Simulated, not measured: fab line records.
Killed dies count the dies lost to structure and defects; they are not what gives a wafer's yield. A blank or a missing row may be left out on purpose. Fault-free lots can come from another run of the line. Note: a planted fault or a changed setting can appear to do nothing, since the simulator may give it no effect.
What tool caused it? / flow sky130 / 12 lots with 36 wafers sampled at 4 steps, on a route of 708 steps

## WHAT THE GAUGES READ, wafer by wafer
SKY_VIA2_OVL_MEAS_13.
lot=L075; measured=day 37 17:20; on=overlay-01; VIA2_OVL (nm)=0 5 5
lot=L077; measured=day 39 04:47; on=overlay-01; VIA2_OVL (nm)=0 11 7
lot=L079; measured=day 39 17:46; on=overlay-01; VIA2_OVL (nm)=-3 -4 -3
lot=L081; measured=day 40 07:58; on=overlay-02; VIA2_OVL (nm)=-10 0 2
lot=L083; measured=day 41 01:34; on=overlay-02; VIA2_OVL (nm)=-3 -6 -11
lot=L085; measured=day 41 18:46; on=overlay-01; VIA2_OVL (nm)=8 3 0
lot=L087; measured=day 42 06:32; on=overlay-02; VIA2_OVL (nm)=4 -9 -5
lot=L089; measured=day 42 15:22; on=overlay-01; VIA2_OVL (nm)=7 2 5
lot=L091; measured=day 43 14:34; on=overlay-02; VIA2_OVL (nm)=-13 1 -13
lot=L092; measured=day 43 23:34; on=overlay-01; VIA2_OVL (nm)=-9 -10 -19
lot=L095; measured=day 44 11:58; on=overlay-02; VIA2_OVL (nm)=5 8 4
lot=L097; measured=day 44 20:34; on=overlay-02; VIA2_OVL (nm)=3 -3 -6

## EACH LOT AND THE TOOL THAT RAN IT (in order: tool; ch and the chambers of the sampled wafers; start)
lot=L075; SKY_VIA1_ETCH_15=rie-diel-04 ch 0,2,3, day 35 05:06; SKY_VIA1_CVD_21=cvd-w-01 ch 0,1, day 35 05:48; SKY_VIA1_CMP_24=cmp-02 ch 0,1,2, day 35 06:08
lot=L077; SKY_VIA1_ETCH_15=rie-diel-03 ch 1,3, day 36 15:15; SKY_VIA1_CVD_21=cvd-w-02 ch 0,1, day 36 15:59; SKY_VIA1_CMP_24=cmp-02 ch 0,2, day 36 16:17
lot=L079; SKY_VIA1_ETCH_15=rie-diel-04 ch 1,2,3, day 37 03:38; SKY_VIA1_CVD_21=cvd-w-01 ch 0,1, day 37 04:20; SKY_VIA1_CMP_24=cmp-02 ch 0,2,3, day 37 04:37
lot=L081; SKY_VIA1_ETCH_15=rie-diel-03 ch 1,2,3, day 37 18:06; SKY_VIA1_CVD_21=cvd-w-02 ch 0,1, day 37 18:48; SKY_VIA1_CMP_24=cmp-02 ch 0,1,3, day 37 19:11
lot=L083; SKY_VIA1_ETCH_15=rie-diel-01 ch 2,3, day 38 12:30; SKY_VIA1_CVD_21=cvd-w-02 ch 0,1, day 38 13:12; SKY_VIA1_CMP_24=cmp-02 ch 1,2,3, day 38 13:44
lot=L085; SKY_VIA1_ETCH_15=rie-diel-03 ch 0,1,3, day 39 08:02; SKY_VIA1_CVD_21=cvd-w-01 ch 0,1, day 39 08:47; SKY_VIA1_CMP_24=cmp-01 ch 1,2,3, day 39 09:03
lot=L087; SKY_VIA1_ETCH_15=rie-diel-01 ch 0,1,2, day 39 22:07; SKY_VIA1_CVD_21=cvd-w-02 ch 0,1, day 39 22:50; SKY_VIA1_CMP_24=cmp-02 ch 0,1,2, day 39 23:13
lot=L089; SKY_VIA1_ETCH_15=rie-diel-04 ch 1,3, day 40 07:53; SKY_VIA1_CVD_21=cvd-w-02 ch 0,1, day 40 08:38; SKY_VIA1_CMP_24=cmp-02 ch 0,2,3, day 40 08:55
lot=L091; SKY_VIA1_ETCH_15=rie-diel-04 ch 0,2,3, day 41 10:08; SKY_VIA1_CVD_21=cvd-w-02 ch 0,1, day 41 10:50; SKY_VIA1_CMP_24=cmp-02 ch 1,2, day 41 11:10
lot=L092; SKY_VIA1_ETCH_15=rie-diel-03 ch 1,3, day 41 19:59; SKY_VIA1_CVD_21=cvd-w-02 ch 0,1, day 41 20:41; SKY_VIA1_CMP_24=cmp-02 ch 1,3, day 41 21:01
lot=L095; SKY_VIA1_ETCH_15=rie-diel-04 ch 1,3, day 42 08:47; SKY_VIA1_CVD_21=cvd-w-02 ch 1, day 42 09:32; SKY_VIA1_CMP_24=cmp-01 ch 1,2, day 42 09:55
lot=L097; SKY_VIA1_ETCH_15=rie-diel-04 ch 1,2, day 42 18:36; SKY_VIA1_CVD_21=cvd-w-01 ch 0,1, day 42 19:18; SKY_VIA1_CMP_24=cmp-02 ch 0,1,2, day 42 19:34
- SKY_VIA1_ETCH_15: etches SiO2 in C4F8/O2/Ar, stops on TiN, target depth 351 nm, time 54 s.
- SKY_VIA1_CVD_21: deposits W, target thk 270 nm, time 80.902 s.
- SKY_VIA1_CMP_24: polishes, stops on SiO2, t overpolish 15 s, target thk 0 nm.

## THE ANSWER, worked out from the rows above alone
Rule: the usual values come from the lots themselves. Put in order of their means at a reading, lots are off if they are a third of the lots or fewer, leave a main group of 4 or more, and stand apart from it by a gap of 3 or more times the standard deviation of the main group's means; of several such gaps the widest counts. Not used: any main group whose means are identical at the precision the tables above print for the reading. Also off: a lot with no number at a reading for which 4 or more lots have one. Any other lot the step has rows for is counted as sound.
Nothing can be told from this: no lot is off at any reading shown.

## WHAT THE SIMULATOR PUT IN
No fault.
